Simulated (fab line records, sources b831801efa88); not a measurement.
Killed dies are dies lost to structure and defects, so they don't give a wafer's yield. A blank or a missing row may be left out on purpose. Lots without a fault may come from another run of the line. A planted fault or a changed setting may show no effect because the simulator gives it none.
Chamber matching | flow gf180mcu | GF_V2_CMP_26 on cmp-01: 4 sister chambers
The step polishes, stops on SiO2, t overpolish 15 s, target thk 0 nm. 16 wafers are shown with their chamber, then 8 later ones without.

WAFERS WITH THEIR CHAMBER
wafer  | chamber | motor_current_A (A) | overpolish_run_s (s) | time_to_endpoint_s (s)
L786.1 | 2       | 10.2                | 14.993               | 86
L786.4 | 0       | 11.8                | 15.013               | 84
L786.6 | 2       | 10.3                | 15.016               | 87
L787.1 | 2       | 10.4                | 15.017               | 86
L787.2 | 0       | 11.7                | 15.006               | 85
L787.4 | 3       | 10.3                | 14.999               | 87
L790.3 | 2       | 10.8                | 14.998               | 86
L790.4 | 0       | 11.7                | 15.017               | 84
L790.5 | 2       | 9.5                 | 14.989               | 86
L791.4 | 1       | 9.7                 | 15.013               | 88
L791.5 | 3       | 10.1                | 15.009               | 93
L791.6 | 0       | 12.1                | 15.011               | 88
L792.4 | 2       | 9.9                 | 14.990               | 84
L792.5 | 3       | 9.9                 | 15.011               | 81
L792.6 | 2       | 10.5                | 15.005               | 85
L796.2 | 3       | 10.4                | 15.015               | 85

SIGNATURES (means of the wafers above)
reading            | chamber 0 | chamber 1 | chamber 2 | chamber 3 | scatter within a chamber
motor_current_A    | 11.825    | 9.700     | 10.229    | 10.175    | 0.333
overpolish_run_s   | 15.01175  | 15.01300  | 15.00114  | 15.00850  | 0.00929
time_to_endpoint_s | 85.25     | 88.00     | 85.71     | 86.50     | 2.76
Rule: a wafer's distance from a chamber is the root of the sum, over the readings, of the square of ((its reading less the chamber's mean) divided by the reading's scatter). The wafer belongs to the nearest chamber; if the next one is less than 2 further off, it can't be placed. The scatter: the root of (the sum of the squares of (reading less its chamber's mean) over the shown wafers, divided by (wafers less chambers)).

WAFERS WITHOUT THEIR CHAMBER
wafer  | motor_current_A (A) | overpolish_run_s (s) | time_to_endpoint_s (s)
L796.3 | 10.2                | 14.999               | 87
L796.4 | 9.9                 | 14.988               | 86
L797.1 | 11.9                | 14.993               | 83
L797.4 | 9.8                 | 14.999               | 86
L797.5 | 10.9                | 14.991               | 83
L799.1 | 11.3                | 15.009               | 78
L799.3 | 10.1                | 14.991               | 82
L799.4 | 10.5                | 15.001               | 84

WHICH CHAMBER EACH WENT THROUGH
wafer  | from the rows above          | in truth
L796.3 | can't be placed: 2 or 3 or 1 | 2
L796.4 | can't be placed: 2 or 3 or 1 | 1
L797.1 | 0                            | 0
L797.4 | can't be placed: 2 or 3 or 1 | 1
L797.5 | can't be placed: 2 or 3 or 0 | 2
L799.1 | can't be placed: 0 or 2 or 3 | 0
L799.3 | can't be placed: 2 or 3 or 1 | 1
L799.4 | can't be placed: 2 or 3      | 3
Placed correctly: 1 of 8. Can't be placed from these rows: 7 (the true chamber is among the candidates in 7). Placed wrongly: 0.
